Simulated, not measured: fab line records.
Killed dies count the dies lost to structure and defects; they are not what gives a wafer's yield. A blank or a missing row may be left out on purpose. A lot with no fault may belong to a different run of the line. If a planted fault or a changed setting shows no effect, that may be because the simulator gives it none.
Chamber matching :: flow gf180mcu :: GF_POLY_GATE_ETCH_13 on rie-si-01: 4 sister chambers
The step etches poly-Si in HBr/Cl2, stops on SiO2, target depth 198.5 nm, time 69.6 s. 14 wafers are shown with their chamber, then 7 later ones without.

## EACH WAFER AND ITS CHAMBER
wafer: L954.2
chamber: 1
drypump-motor-current-A (A): 6.0
oes-product-au (a.u.): 0.998
throttle-valve-pct (%): 33.682

wafer: L954.4
chamber: 2
drypump-motor-current-A (A): 4.9
oes-product-au (a.u.): 0.992
throttle-valve-pct (%): 33.694

wafer: L954.5
chamber: 3
drypump-motor-current-A (A): 5.9
oes-product-au (a.u.): 0.996
throttle-valve-pct (%): 33.689

wafer: L955.1
chamber: 3
drypump-motor-current-A (A): 5.9
oes-product-au (a.u.): 0.985
throttle-valve-pct (%): 33.681

wafer: L955.4
chamber: 1
drypump-motor-current-A (A): 6.0
oes-product-au (a.u.): 0.983
throttle-valve-pct (%): 33.689

wafer: L955.6
chamber: 2
drypump-motor-current-A (A): 4.9
oes-product-au (a.u.): 0.990
throttle-valve-pct (%): 33.678

wafer: L961.1
chamber: 0
drypump-motor-current-A (A): 5.7
oes-product-au (a.u.): 0.994
throttle-valve-pct (%): 33.672

wafer: L961.2
chamber: 3
drypump-motor-current-A (A): 6.0
oes-product-au (a.u.): 0.994
throttle-valve-pct (%): 33.682

wafer: L961.6
chamber: 0
drypump-motor-current-A (A): 5.7
oes-product-au (a.u.): 0.994
throttle-valve-pct (%): 33.689

wafer: L966.1
chamber: 0
drypump-motor-current-A (A): 5.7
oes-product-au (a.u.): 0.987
throttle-valve-pct (%): 33.685

wafer: L966.3
chamber: 2
drypump-motor-current-A (A): 4.9
oes-product-au (a.u.): 0.989
throttle-valve-pct (%): 33.671

wafer: L966.6
chamber: 3
drypump-motor-current-A (A): 5.9
oes-product-au (a.u.): 1.001
throttle-valve-pct (%): 33.684

wafer: L971.1
chamber: 0
drypump-motor-current-A (A): 5.7
oes-product-au (a.u.): 0.992
throttle-valve-pct (%): 33.687

wafer: L971.4
chamber: 1
drypump-motor-current-A (A): 6.1
oes-product-au (a.u.): 0.988
throttle-valve-pct (%): 33.684

SIGNATURES, as means of the wafers listed above
reading: drypump-motor-current-A
chamber 0: 5.700
chamber 1: 6.033
chamber 2: 4.900
chamber 3: 5.925
scatter within a chamber: 0.0376

reading: oes-product-au
chamber 0: 0.99175
chamber 1: 0.98967
chamber 2: 0.99033
chamber 3: 0.99400
scatter within a chamber: 0.00537

reading: throttle-valve-pct
chamber 0: 33.68325
chamber 1: 33.68500
chamber 2: 33.68100
chamber 3: 33.68400
scatter within a chamber: 0.0072
Rule: a wafer's distance from a chamber is the root of the sum, over the readings, of the square of ((its reading less the chamber's mean) divided by the reading's scatter). If the next closest chamber is less than 2 further off than the closest, the wafer can't be placed; otherwise it belongs to the closest. The scatter: the root of (the sum of the squares of (reading less its chamber's mean) over the shown wafers, divided by (wafers less chambers)).

## WAFERS WHOSE CHAMBER IS MISSING
wafer: L971.6
drypump-motor-current-A (A): 6.0
oes-product-au (a.u.): 0.999
throttle-valve-pct (%): 33.682

wafer: L974.1
drypump-motor-current-A (A): 5.7
oes-product-au (a.u.): 0.992
throttle-valve-pct (%): 33.674

wafer: L974.4
drypump-motor-current-A (A): 6.1
oes-product-au (a.u.): 0.997
throttle-valve-pct (%): 33.669

wafer: L974.5
drypump-motor-current-A (A): 5.7
oes-product-au (a.u.): 0.993
throttle-valve-pct (%): 33.683

wafer: L976.3
drypump-motor-current-A (A): 5.9
oes-product-au (a.u.): 0.993
throttle-valve-pct (%): 33.694

wafer: L976.4
drypump-motor-current-A (A): 4.9
oes-product-au (a.u.): 1.002
throttle-valve-pct (%): 33.687

wafer: L976.6
drypump-motor-current-A (A): 4.9
oes-product-au (a.u.): 0.995
throttle-valve-pct (%): 33.685

## THE CHAMBER EACH PASSED THROUGH
wafer: L971.6
from the rows above: can't be placed: 1 or 3
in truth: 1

wafer: L974.1
from the rows above: 0
in truth: 0

wafer: L974.4
from the rows above: can't be placed: 1 or 3
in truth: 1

wafer: L974.5
from the rows above: 0
in truth: 0

wafer: L976.3
from the rows above: 3
in truth: 3

wafer: L976.4
from the rows above: 2
in truth: 2

wafer: L976.6
from the rows above: 2
in truth: 2
5 of 7 placed correctly. From these rows, 2 cannot be placed; in 2 the true chamber is one of the candidates. 0 placed wrongly.
